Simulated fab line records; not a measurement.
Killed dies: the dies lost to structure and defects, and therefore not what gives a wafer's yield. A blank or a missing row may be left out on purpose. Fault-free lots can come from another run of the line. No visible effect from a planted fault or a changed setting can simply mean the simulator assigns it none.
The tool behind it: which one? + flow gf180mcu + 13 lots, 39 wafers sampled, at 5 steps of a route of 602

== WHAT THE GAUGES READ, wafer by wafer ==
GF_V4_BOW_MEAS_05. Usual: V4_BOW typically reads 136 um, with standard deviation 9.1.
| lot  | measured     | on           | V4_BOW (um) | flag |
|------|--------------|--------------|-------------|------|
| L114 | day 23 13:31 | filmMetro-04 | 141 134 131 |      |
| L115 | day 24 00:41 | filmMetro-03 | 136 131 136 |      |
| L116 | day 24 12:37 | filmMetro-04 | 155 125 141 |      |
| L117 | day 24 23:04 | filmMetro-03 | 135 137 131 |      |
| L118 | day 25 04:02 | filmMetro-03 | 137 146 142 |      |
| L119 | day 25 16:51 | filmMetro-03 | 144 133 136 |      |
| L120 | day 26 12:45 | filmMetro-04 | 126 117 127 |      |
| L127 | day 28 00:19 | filmMetro-01 | 147 147 139 |      |
| L132 | day 29 13:10 | filmMetro-04 | 140 125 140 |      |
| L133 | day 29 18:23 | filmMetro-01 | 129 125 120 |      |
| L134 | day 30 00:29 | filmMetro-03 | 133 117 132 |      |
| L135 | day 30 09:20 | filmMetro-01 | 155 145 147 |      |
| L137 | day 30 17:17 | filmMetro-01 | 145 136 131 |      |

GF_MIM_THK_MEAS_06. Usual: MIM_CVD_05_THK typically reads 41.9 nm, with standard deviation 0.51.
| lot  | measured     | on           | MIM_CVD_05_THK (nm) | flag |
|------|--------------|--------------|---------------------|------|
| L114 | day 24 14:52 | filmMetro-03 | 41.0 41.1 42.2      |      |
| L115 | day 25 00:19 | filmMetro-03 | 41.5 41.6 41.8      |      |
| L116 | day 25 12:07 | filmMetro-04 | 41.3 42.0 42.5      |      |
| L117 | day 25 22:17 | filmMetro-04 | 41.2 41.5 42.1      |      |
| L118 | day 26 02:49 | filmMetro-04 | 41.9 41.7 42.4      |      |
| L119 | day 26 15:26 | filmMetro-03 | 42.3 42.0 43.0      |      |
| L120 | day 27 10:50 | filmMetro-04 | 41.9 41.7 42.4      |      |
| L127 | day 28 21:23 | filmMetro-04 | 41.8 28.4 41.5      | OFF  |
| L132 | day 30 09:50 | filmMetro-04 | 41.1 40.9 41.9      |      |
| L133 | day 30 15:13 | filmMetro-02 | 42.4 42.6 42.7      |      |
| L134 | day 30 21:17 | filmMetro-04 | 41.4 42.3 41.8      |      |
| L135 | day 31 05:35 | filmMetro-02 | 41.8 41.3 41.6      |      |
| L137 | day 31 13:30 | filmMetro-02 | 41.5 42.3 42.2      |      |

== WHICH TOOL RAN EACH LOT (tool, then ch and the chambers of the sampled wafers, then the start) ==
| lot  | GF_V3_ETCH_16                     | GF_V4_CVD_23                 | GF_MIM_CVD_05                   |
|------|-----------------------------------|------------------------------|---------------------------------|
| L114 | rieDiel-04 ch 0,3, day 22 11:43   | cvdW-01 ch 0,1, day 24 14:02 | pecvd-04 ch 0,1, day 24 14:49   |
| L115 | rieDiel-04 ch 0,1,3, day 22 23:08 | cvdW-01 ch 0,1, day 24 23:28 | pecvd-02 ch 0,1,2, day 25 00:17 |
| L116 | rieDiel-03 ch 1,2, day 23 11:26   | cvdW-02 ch 0,1, day 25 11:17 | pecvd-02 ch 0,1,2, day 25 12:04 |
| L117 | rieDiel-04 ch 0,2,3, day 23 21:50 | cvdW-01 ch 0, day 25 21:26   | pecvd-02 ch 0,2, day 25 22:15   |
| L118 | rieDiel-02 ch 1,2,3, day 24 03:02 | cvdW-02 ch 0,1, day 26 01:57 | pecvd-04 ch 0,1,2, day 26 02:46 |
| L119 | rieDiel-02 ch 0,2,3, day 24 16:08 | cvdW-01 ch 0,1, day 26 14:34 | pecvd-04 ch 0,1, day 26 15:24   |
| L120 | rieDiel-03 ch 0,1,2, day 25 12:34 | cvdW-02 ch 0,1, day 27 10:00 | pecvd-04 ch 0,1,2, day 27 10:49 |
| L127 | rieDiel-03 ch 1,2,3, day 27 01:40 | cvdW-01 ch 0,1, day 28 20:32 | pecvd-04 ch 0,1,2, day 28 21:21 |
| L132 | rieDiel-04 ch 2,3, day 28 15:32   | cvdW-02 ch 0,1, day 30 08:58 | pecvd-02 ch 0,2, day 30 09:47   |
| L133 | rieDiel-04 ch 0,2,3, day 28 18:46 | cvdW-01 ch 0,1, day 30 14:22 | pecvd-02 ch 0,1,2, day 30 15:11 |
| L134 | rieDiel-04 ch 0,3, day 29 02:22   | cvdW-01 ch 0,1, day 30 20:25 | pecvd-02 ch 0,1,2, day 30 21:14 |
| L135 | rieDiel-04 ch 0,1,3, day 29 11:25 | cvdW-01 ch 0,1, day 31 04:44 | pecvd-02 ch 0,1,2, day 31 05:34 |
| L137 | rieDiel-02 ch 1,2,3, day 29 19:32 | cvdW-01 ch 0,1, day 31 12:39 | pecvd-01 ch 0,1,2, day 31 13:28 |
- GF_V3_ETCH_16: etches BARC in N2/H2.
- GF_V4_CVD_23: deposits W, target thk 350 nm, time 104.9 s.
- GF_MIM_CVD_05: deposits Si3N4, target thk 42 nm, time 29.086 s.

== AS READ BY THE TOOLS THEMSELVES (means over the sampled wafers that have a number; for cases with no such wafer, the mark the record gives instead) ==
GF_V3_ETCH_16. Usual: drypumpMotorCurrentA 5.8 A, standard deviation 0.6; n2FlowSccm 100.0 sccm, standard deviation 0.31; oesProductAu 0.855 a.u., standard deviation 0.005; throttleValvePct 13.226 %, standard deviation 0.0096.
| lot  | tool       | drypumpMotorCurrentA (A) | n2FlowSccm (sccm) | oesProductAu (a.u.) | throttleValvePct (%) | flag |
|------|------------|--------------------------|-------------------|---------------------|----------------------|------|
| L114 | rieDiel-04 | 6.2                      | 99.7              | 0.856               | 13.227               |      |
| L115 | rieDiel-04 | 5.7                      | 100.1             | 0.862               | 13.223               |      |
| L116 | rieDiel-03 | 5.7                      | 99.9              | 0.857               | 13.227               |      |
| L117 | rieDiel-04 | 6.2                      | 100.2             | 0.853               | 13.225               |      |
| L118 | rieDiel-02 | 5.4                      | 100.0             | 0.855               | 13.230               |      |
| L119 | rieDiel-02 | 5.4                      | 100.1             | 0.857               | 13.224               |      |
| L120 | rieDiel-03 | 5.6                      | 99.9              | 0.850               | 13.223               |      |
| L127 | rieDiel-03 | 5.9                      | 100.4             | 0.856               | 13.222               |      |
| L132 | rieDiel-04 | 6.1                      | 99.7              | 0.855               | 13.219               |      |
| L133 | rieDiel-04 | 6.2                      | 100.2             | 0.852               | 13.224               |      |
| L134 | rieDiel-04 | 6.2                      | 100.3             | 0.858               | 13.229               |      |
| L135 | rieDiel-04 | 5.7                      | 99.8              | 0.854               | 13.218               |      |
| L137 | rieDiel-02 | 5.4                      | 100.1             | 0.844               | 13.218               |      |

GF_V4_CVD_23. Usual: heaterPowerW reads 794 W (standard deviation 130).
| lot  | tool    | heaterPowerW (W) | flag |
|------|---------|------------------|------|
| L114 | cvdW-01 | 740              |      |
| L115 | cvdW-01 | 742              |      |
| L116 | cvdW-02 | 990              |      |
| L117 | cvdW-01 | 685              |      |
| L118 | cvdW-02 | 1004             |      |
| L119 | cvdW-01 | 745              |      |
| L120 | cvdW-02 | 921              |      |
| L127 | cvdW-01 | 710              |      |
| L132 | cvdW-02 | 1001             |      |
| L133 | cvdW-01 | 739              |      |
| L134 | cvdW-01 | 702              |      |
| L135 | cvdW-01 | 753              |      |
| L137 | cvdW-01 | 707              |      |

GF_MIM_CVD_05. Usual: heaterPowerW reads 642 W (standard deviation 76).
| lot  | tool     | heaterPowerW (W) | flag |
|------|----------|------------------|------|
| L114 | pecvd-04 | 622              |      |
| L115 | pecvd-02 | 607              |      |
| L116 | pecvd-02 | 696              |      |
| L117 | pecvd-02 | 668              |      |
| L118 | pecvd-04 | 664              |      |
| L119 | pecvd-04 | 610              |      |
| L120 | pecvd-04 | 683              |      |
| L127 | pecvd-04 | 641              |      |
| L132 | pecvd-02 | 616              |      |
| L133 | pecvd-02 | 630              |      |
| L134 | pecvd-02 | 613              |      |
| L135 | pecvd-02 | 614              |      |
| L137 | pecvd-01 | 682              |      |

== THE ANSWER, worked out from the rows above alone ==
Rule: take the mean of a lot's wafers that have a number; if it is more than 3 standard deviations from the usual mean, the lot is off. Also off: a lot with no number at a reading for which 4 or more lots have one. All remaining lots with rows at the step are treated as sound. First the gauges in route order, then the tools' own readings, where a lot's mean is used as printed above. At the first step where some lot is off, the reading lying furthest off is the one used; lots without a number count as furthest.
Off: at GF_MIM_THK_MEAS_06 (MIM_CVD_05_THK), L127.
A tool fits if, at a process step before that reading, it ran every lot that is off, and no sound lot after the first of them. Gauges at GF_MIM_THK_MEAS_06: tried the same way as those tools. Can't be told from this: 2 tools fit, rieDiel-03 at GF_V3_ETCH_16, pecvd-04 at GF_MIM_CVD_05.

== WHAT THE SIMULATOR PUT IN ==
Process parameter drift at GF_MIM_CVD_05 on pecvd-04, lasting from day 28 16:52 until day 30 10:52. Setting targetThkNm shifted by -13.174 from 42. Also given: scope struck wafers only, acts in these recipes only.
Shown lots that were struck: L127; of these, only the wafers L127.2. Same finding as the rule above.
